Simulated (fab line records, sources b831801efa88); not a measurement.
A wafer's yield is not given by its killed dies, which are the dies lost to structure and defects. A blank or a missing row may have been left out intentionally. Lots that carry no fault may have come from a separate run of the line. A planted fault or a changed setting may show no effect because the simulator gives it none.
Matching of chambers | flow sky130 | 4 sister chambers for SKY_VIA4_CMP_02 on cmp-02
The step polishes SiO2. 20 wafers are shown with their chamber, then 10 later ones without.

WAFERS, EACH WITH ITS CHAMBER
wafer  | chamber | motorCurrentA (A)
L328.1 | 2       | 11.0
L328.2 | 3       | 13.0
L328.3 | 0       | 11.5
L329.1 | 2       | 11.0
L329.3 | 0       | 12.7
L329.4 | 1       | 12.5
L331.1 | 1       | 13.3
L331.2 | 2       | 11.2
L331.5 | 1       | 12.7
L333.2 | 1       | 11.8
L333.3 | 3       | 13.2
L333.6 | 3       | 13.0
L334.1 | 3       | 13.2
L334.2 | 1       | 12.8
L334.6 | 3       | 13.0
L336.1 | 1       | 12.0
L336.3 | 2       | 11.4
L336.6 | 1       | 12.0
L340.2 | 3       | 13.3
L340.3 | 0       | 12.1

SIGNATURES (means of the wafers above)
reading       | chamber 0 | chamber 1 | chamber 2 | chamber 3 | scatter within a chamber
motorCurrentA | 12.100    | 12.443    | 11.150    | 13.117    | 0.407
Rule: distance of a wafer from a chamber = root of the sum over the readings of ((wafer's reading minus chamber's mean) / reading's scatter) squared. The wafer belongs to the nearest chamber; if the next one is less than 2 further off, it can't be placed. The scatter: the root of (the sum of the squares of (reading less its chamber's mean) over the shown wafers, divided by (wafers less chambers)).

WAFERS WITH NO CHAMBER GIVEN
wafer  | motorCurrentA (A)
L340.6 | 12.1
L341.3 | 11.6
L341.4 | 13.0
L341.6 | 12.8
L350.2 | 12.5
L350.3 | 13.3
L350.6 | 13.6
L351.1 | 12.7
L351.2 | 13.1
L351.3 | 10.8

THE CHAMBER EACH PASSED THROUGH
wafer  | from the rows above          | in truth
L340.6 | can't be placed: 0 or 1      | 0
L341.3 | can't be placed: 2 or 0 or 1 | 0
L341.4 | can't be placed: 3 or 1 or 0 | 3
L341.6 | can't be placed: 3 or 1 or 0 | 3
L350.2 | can't be placed: 1 or 0 or 3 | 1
L350.3 | can't be placed: 3 or 1      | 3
L350.6 | can't be placed: 3 or 1      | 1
L351.1 | can't be placed: 1 or 3 or 0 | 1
L351.2 | can't be placed: 3 or 1      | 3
L351.3 | 2                            | 2
Correct placement for 1 of the 10. Unplaceable from these rows: 9, with the true chamber sitting among the candidates in 9. Wrongly placed: 0.
